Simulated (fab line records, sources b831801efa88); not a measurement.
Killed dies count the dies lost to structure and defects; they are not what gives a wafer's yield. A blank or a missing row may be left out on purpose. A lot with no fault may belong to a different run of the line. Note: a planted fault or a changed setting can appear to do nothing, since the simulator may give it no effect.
Problem report in the 8D (eight disciplines) form, filled by code + flow gf180mcu + the parts of the form that need people (team, actions taken, sign-off) are left out

1. WHAT WENT WRONG
Mean of rf_fwd_power_W at GF_V2_ETCH_17: 1736 W across 6 wafers in 2 lots; on wafers with no fault it is 1495 W (standard deviation 4.7). That puts it +51 standard deviations away from the usual mean.
The step: etches SiO2 in C4F8/O2/Ar, stops on TiN, target depth 630 nm.
Seen first at day 22 15:00 on rie_diel-03, wafer L812.2. The record holds 18 wafers of 6 lots with a number at this step. The rule behind "out" and "out of limits": a value lying over 4 standard deviations away from the usual mean. The rest of the wafers with a number are treated as sound.

2. WHAT IT IS, WHAT IT ISN'T
| question                    | is                     | is not                                                                   |
|-----------------------------|------------------------|--------------------------------------------------------------------------|
| which readings at this step | rf_fwd_power_W         | -                                                                        |
| which lots                  | L812, L815             | L806, L809, L823, L825                                                   |
| which wafers of those lots  | all that have a number | -                                                                        |
| read on which tools         | rie_diel-03            | rie_diel-02, rie_diel-04                                                 |
| when                        | from day 22 15:00      | up to then (6 sound wafers); but 6 sound wafers of L823, L825 came after |

3. SUSPECTS, AND WHAT RULES EACH OUT
Counting: a tool at a process step up to the reading stays a suspect if it ran every lot that is out and no sound lot after the first of them.
- rie_diel-03 at GF_V2_ETCH_16 (etches BARC in N2/H2): ruled out as a lasting fault. Following L812 (day 22 15:32), the first lot on it that is out, the sound lots L825 were run on it.
- rie_diel-03 at GF_V2_ETCH_17 (etches SiO2 in C4F8/O2/Ar, stops on TiN, target depth 630 nm): ruled out as a lasting fault. Following L812 (day 22 15:00), the first lot on it that is out, the sound lots L825 were run on it.
Left after counting: nothing in the record.

4. THE CAUSE (what the simulator had put in)
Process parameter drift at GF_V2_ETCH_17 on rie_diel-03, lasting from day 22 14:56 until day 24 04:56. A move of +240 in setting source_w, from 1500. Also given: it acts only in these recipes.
Counting ruled it out, wrongly.

5. THE CHAIN OF EFFECTS, in route order
Each row: a reading whose mean over the struck wafers that have a number lies more than 3 standard deviations from the usual. Only readings whose record carries a usual standard deviation are examined. hours: median over the lots of the time between each lot's start at the first step of this table that gives one and its start at this step. sigmas: the change, counted in usual standard deviations.
| hours | step          | reading        | usual  | on struck wafers | change | sigmas |
|-------|---------------|----------------|--------|------------------|--------|--------|
| 0     | GF_V2_ETCH_17 | rf_fwd_power_W | 1495 W | 1736             | +241   | +51    |
It contains these process steps:
- GF_V2_ETCH_17: etches SiO2 in C4F8/O2/Ar, stops on TiN, target depth 630 nm.

6. WHAT WOULD HAVE CAUGHT IT SOONER
In this record no reading fell out of limits until day 22 15:00, 0 hours after the fault had begun at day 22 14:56.
